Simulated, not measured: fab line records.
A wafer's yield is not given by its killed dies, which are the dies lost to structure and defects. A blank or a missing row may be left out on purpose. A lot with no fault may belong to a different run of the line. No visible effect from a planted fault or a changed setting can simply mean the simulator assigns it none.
Matching of chambers :: flow sky130 :: SKY_POLY_GATE_ETCH_15 on rieDiel-02: 4 sister chambers
The step etches BARC in N2/H2, stops on SiO2, time 118.5 s, target depth 110 nm. 4 wafers are shown with their chamber, then 10 later ones without.

## EACH WAFER AND ITS CHAMBER
wafer: L083.2
chamber: 2
oesProductAu (a.u.): 0.715

wafer: L083.3
chamber: 0
oesProductAu (a.u.): 0.708

wafer: L083.4
chamber: 1
oesProductAu (a.u.): 0.722

wafer: L083.5
chamber: 3
oesProductAu (a.u.): 0.717

## WAFERS MISSING THEIR CHAMBER
wafer: L083.6
oesProductAu (a.u.): 0.714

wafer: L085.1
oesProductAu (a.u.): 0.713

wafer: L085.4
oesProductAu (a.u.): 0.730

wafer: L085.6
oesProductAu (a.u.): 0.714

wafer: L087.1
oesProductAu (a.u.): 0.721

wafer: L087.2
oesProductAu (a.u.): 0.709

wafer: L087.5
oesProductAu (a.u.): 0.710

wafer: L094.3
oesProductAu (a.u.): 0.720

wafer: L094.4
oesProductAu (a.u.): 0.716

wafer: L094.6
oesProductAu (a.u.): 0.713

## WHICH CHAMBER EACH ONE RAN IN
wafer: L083.6
from the rows above: can't be placed: 2 or 3 or 0
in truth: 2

wafer: L085.1
from the rows above: can't be placed: 2 or 3 or 0
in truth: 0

wafer: L085.4
from the rows above: can't be placed: 1 or 3
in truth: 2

wafer: L085.6
from the rows above: can't be placed: 2 or 3 or 0
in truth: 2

wafer: L087.1
from the rows above: can't be placed: 1 or 3 or 2
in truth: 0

wafer: L087.2
from the rows above: can't be placed: 0 or 2
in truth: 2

wafer: L087.5
from the rows above: can't be placed: 0 or 2 or 3
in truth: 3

wafer: L094.3
from the rows above: can't be placed: 1 or 3 or 2
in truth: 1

wafer: L094.4
from the rows above: can't be placed: 2 or 3 or 1
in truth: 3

wafer: L094.6
from the rows above: can't be placed: 2 or 3 or 0
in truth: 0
Correct placement for 0 of the 10. From these rows, 10 cannot be placed; in 8 the true chamber is one of the candidates. Wrongly placed: 0.
How it was worked out, from the rows above alone: a wafer's distance from a chamber is the root of the sum, over the readings, of the square of ((its reading less the chamber's mean) divided by the reading's scatter). The wafer belongs to the nearest chamber; if the next one is less than 2 further off, it can't be placed. Each chamber's mean is taken over the wafers shown for it. The scatter: with one shown wafer a chamber, the root of the mean of the squares of how far each hidden wafer lies from its nearest shown one.
